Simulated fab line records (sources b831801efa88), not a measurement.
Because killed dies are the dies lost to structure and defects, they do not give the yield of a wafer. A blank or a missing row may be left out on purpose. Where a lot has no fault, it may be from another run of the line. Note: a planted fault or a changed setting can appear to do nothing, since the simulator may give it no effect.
Tool commonality check ; flow gf180mcu ; 14 lots and 42 wafers in the sample

== THE REASON FOR OPENING IT ==
Of 14 lots, 2 have the reading VT_IMPLANT_3_TW flagged at GF_VT_IMPLANT_TW_MEAS_32. Wafers without a fault read 270.3, standard deviation 1.3.
Rule: a lot is flagged in two cases, either no wafer of it has a number, or all its wafers with numbers fall more than 4 standard deviations from that mean. The rest of the lots are taken to be sound.

lot;measured;on;VT_IMPLANT_3_TW, wafer by wafer;flag
L735;day 7 13:37;film metro-04;270.8 270.6 270.6;
L736;day 7 19:01;film metro-04;272.5 271.3 269.0;
L737;day 8 01:44;film metro-01;270.9 268.4 271.5;
L738;day 8 08:50;film metro-04;274.6 271.8 271.9;
L739;day 8 14:52;film metro-02;268.5 270.8 271.2;
L741;day 9 02:58;film metro-02;270.6 271.8 271.8;
L743;day 9 13:41;film metro-01;268.7 270.5 270.1;
L744;day 9 19:43;film metro-02;269.4 271.3 271.1;
L745;day 10 00:50;film metro-01;269.7 268.9 268.4;
L746;day 10 11:22;film metro-02;270.3 269.8 267.2;
L747;day 10 13:07;film metro-01;247.1 245.7 247.4;FLAGGED
L748;day 10 20:20;film metro-01;270.4 269.3 269.2;
L749;day 11 02:18;film metro-01;247.3 246.4 244.7;FLAGGED
L756;day 12 22:20;film metro-04;272.0 270.8 272.0;
Average over the flagged lots: 246.4; offset from the usual -23.9, equal to -18 standard deviations.

== WHICH TOOL RAN EACH LOT ==
The record keeps 1 process step preceding the reading, out of 602 steps on the route. Read each cell as the tool, then ch plus the chambers that the sampled wafers visited, then the start.
lot;flag;GF_VT_IMPLANT_IMPLANT_30
L735;;implanter-03 ch 0, day 7 13:22
L736;;implanter-04 ch 0, day 7 18:46
L737;;implanter-04 ch 0, day 8 01:31
L738;;implanter-04 ch 0, day 8 08:35
L739;;implanter-02 ch 0, day 8 14:37
L741;;implanter-03 ch 0, day 9 02:43
L743;;implanter-03 ch 0, day 9 13:26
L744;;implanter-04 ch 0, day 9 19:25
L745;;implanter-04 ch 0, day 10 00:35
L746;;implanter-03 ch 0, day 10 11:07
L747;FLAGGED;implanter-04 ch 0, day 10 12:52
L748;;implanter-03 ch 0, day 10 20:07
L749;FLAGGED;implanter-04 ch 0, day 11 02:05
L756;;implanter-03 ch 0, day 12 22:06
What is done by these steps:
- GF_VT_IMPLANT_IMPLANT_30
- GF_VT_IMPLANT_TW_MEAS_32

== FLAGGED OVER TOTAL, TOOL BY TOOL (the gauges that took the reading come last) ==
step;tool;lots run;flagged;share of the flagged lots;sound lots run after its first flagged lot
GF_VT_IMPLANT_IMPLANT_30;implanter-02;1;0;none;-
GF_VT_IMPLANT_IMPLANT_30;implanter-03;6;0;none;-
GF_VT_IMPLANT_IMPLANT_30;implanter-04;7;2;all;0
GF_VT_IMPLANT_TW_MEAS_32;film metro-01;6;2;all;1 (L748)
GF_VT_IMPLANT_TW_MEAS_32;film metro-02;4;0;none;-
GF_VT_IMPLANT_TW_MEAS_32;film metro-04;4;0;none;-

== WHAT THE TABLE PERMITS ==
2 rows of the table ran every flagged lot: implanter-04 at GF_VT_IMPLANT_IMPLANT_30, film metro-01 at GF_VT_IMPLANT_TW_MEAS_32.
- implanter-04 at GF_VT_IMPLANT_IMPLANT_30: 2 of its 7 lots flagged. It ran its last sound lot, L745, at day 10 00:35 and its first flagged lot, L747, at day 10 12:52: a fault with its onset between the two fits. Its own readings (dose ions cm2, faraday current uA) fall more than 4 standard deviations out on all wafers of the flagged lots.
- film metro-01 at GF_VT_IMPLANT_TW_MEAS_32: 2 of its 6 lots flagged. Sound lots followed the first flagged one (L748) on it, something a lasting fault affecting the whole tool could not allow.
Left over: one tool, implanter-04 at GF_VT_IMPLANT_IMPLANT_30.

== WHAT WAS PUT IN BY THE SIMULATOR ==
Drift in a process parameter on implanter-04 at GF_VT_IMPLANT_IMPLANT_30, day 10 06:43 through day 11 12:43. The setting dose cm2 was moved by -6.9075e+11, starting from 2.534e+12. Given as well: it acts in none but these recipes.
Shown lots that were struck: L747, L749. This agrees with what the rule above found.
